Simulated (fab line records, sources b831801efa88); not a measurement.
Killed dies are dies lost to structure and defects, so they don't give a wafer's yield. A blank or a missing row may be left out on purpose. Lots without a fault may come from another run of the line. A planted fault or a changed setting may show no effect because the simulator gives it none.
Chamber matching | flow sky130 | SKY_LI_CONTACT_CMP_24 on cmp-02: 4 sister chambers
The step polishes, stops on PSG, t overpolish 20 s, target thk 0 nm. 16 wafers are shown with their chamber, then 8 later ones without.

WAFERS WITH THEIR CHAMBER
wafer  | chamber | motor_current_A (A) | overpolish_run_s (s) | time_to_endpoint_s (s)
L707.1 | 3       | 10.1                | 20.003               | 97
L707.3 | 1       | 11.7                | 20.006               | 97
L707.5 | 2       | 10.7                | 19.986               | 93
L706.1 | 0       | 11.5                | 19.996               | 98
L706.4 | 3       | 10.4                | 20.000               | 93
L706.5 | 1       | 12.2                | 20.001               | 97
L711.3 | 1       | 11.8                | 19.995               | 100
L711.5 | 3       | 9.9                 | 20.000               | 98
L711.6 | 2       | 11.5                | 19.991               | 94
L714.1 | 2       | 10.7                | 19.994               | 99
L714.3 | 1       | 11.9                | 19.998               | 98
L714.6 | 3       | 9.8                 | 19.990               | 102
L715.2 | 1       | 12.1                | 19.998               | 98
L715.4 | 2       | 10.9                | 19.991               | 98
L715.6 | 1       | 12.9                | 20.009               | 102
L721.2 | 2       | 10.9                | 19.999               | 94

SIGNATURES (means of the wafers above)
reading            | chamber 0 | chamber 1 | chamber 2 | chamber 3 | scatter within a chamber
motor_current_A    | 11.500    | 12.100    | 10.940    | 10.050    | 0.363
overpolish_run_s   | 19.99600  | 20.00117  | 19.99220  | 19.99825  | 0.00525
time_to_endpoint_s | 98.00     | 98.67     | 95.60     | 97.50     | 2.73
Rule: a wafer's distance from a chamber is the root of the sum, over the readings, of the square of ((its reading less the chamber's mean) divided by the reading's scatter). The wafer belongs to the nearest chamber; if the next one is less than 2 further off, it can't be placed. The scatter: the root of (the sum of the squares of (reading less its chamber's mean) over the shown wafers, divided by (wafers less chambers)).

WAFERS WITHOUT THEIR CHAMBER
wafer  | motor_current_A (A) | overpolish_run_s (s) | time_to_endpoint_s (s)
L721.3 | 12.3                | 20.007               | 97
L721.4 | 9.9                 | 19.993               | 96
L723.3 | 12.1                | 20.007               | 96
L723.5 | 10.4                | 19.997               | 93
L723.6 | 10.9                | 20.013               | 96
L725.2 | 12.2                | 19.990               | 98
L725.3 | 10.0                | 20.011               | 97
L725.5 | 13.1                | 19.995               | 98

WHICH CHAMBER EACH WENT THROUGH
wafer  | from the rows above               | in truth
L721.3 | can't be placed: 1 or 0           | 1
L721.4 | can't be placed: 3 or 2           | 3
L723.3 | can't be placed: 1 or 0           | 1
L723.5 | can't be placed: 3 or 2 or 0      | 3
L723.6 | can't be placed: 3 or 0 or 2 or 1 | 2
L725.2 | can't be placed: 1 or 0 or 2      | 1
L725.3 | 3                                 | 3
L725.5 | can't be placed: 1 or 0           | 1
Placed correctly: 1 of 8. Can't be placed from these rows: 7 (the true chamber is among the candidates in 7). Placed wrongly: 0.
